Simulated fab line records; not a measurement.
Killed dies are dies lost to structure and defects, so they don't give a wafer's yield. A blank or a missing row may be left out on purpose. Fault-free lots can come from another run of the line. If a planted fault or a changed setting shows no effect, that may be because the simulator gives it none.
The same fault as seen by 2 desks || flow sky130 || numbers are kept per desk, each desk with only its own; the story behind them comes last

METROLOGY DESK
What the gauges read for every lot (on any tool): the sampled wafers with a number, averaged. The brackets show how far a lot's mean lies from the usual mean; more than 4 standard deviations puts the lot out of limits, marked OUT.
Columns: A = LDD_HVP_TW at SKY_LDD_HVP_TW_MEAS_10, usual 460; B = LDD_LDN_OVL at SKY_LDD_LDN_OVL_MEAS_07, usual -1.3 nm
{"lot": "L810", "first seen here": "day 21 07:13", "A": 454, "B": -2.2}
{"lot": "L812", "first seen here": "day 22 09:36", "A": 462, "B": -2.0}
{"lot": "L814", "first seen here": "day 23 00:41", "A": 464, "B": -0.8}
{"lot": "L833", "first seen here": "day 30 05:38", "A": 456, "B": -2.6}
{"lot": "L832", "first seen here": "day 30 07:43", "A": 463, "B": 1.6}
{"lot": "L831", "first seen here": "day 30 08:23", "A": 454, "B": -2.0}
This desk's verdict: no lot among the 6 shows anything out of limits.

AT THE TOOL OWNER'S DESK: implanter-03
The tool's own readings at SKY_LDD_LDN_IMPLANT_11: means of the sampled wafers that have a number, for each lot that ran on this tool. The brackets show how far a lot's mean lies from the usual mean; more than 4 standard deviations puts the lot out of limits, marked OUT.
Columns: A = beam energy keV at SKY_LDD_LDN_IMPLANT_11, usual 15.000
{"lot": "L814", "first seen here": "day 24 06:59", "A": 15.001}
{"lot": "L832", "first seen here": "day 31 11:32", "A": "14.334 (-99 or more) OUT"}
{"lot": "L831", "first seen here": "day 31 12:26", "A": "14.325 (-99 or more) OUT"}
This desk's finding: out of limits on L831, L832; first on L832, day 31 11:32 (beam energy keV at SKY_LDD_LDN_IMPLANT_11). In limits: L814.

TAKEN TOGETHER
The tool owner's desk had the chance to raise an alarm at day 31 11:32 on L831, L832.
At the metrology desk, nothing out of limits was observed.
The metrology desk has L831, L832 on record, within its limits.
Every lot named ran SKY_LDD_LDN_IMPLANT_11 on implanter-03.

WHAT HAD BEEN PUT IN BY THE SIMULATOR
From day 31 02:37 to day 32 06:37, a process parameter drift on implanter-03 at SKY_LDD_LDN_IMPLANT_11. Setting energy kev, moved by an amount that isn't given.
Lots struck among those shown: L831, L832.
How many hours passed from the start of the fault until each desk's first out-of-limits reading: the tool owner's desk, 9.
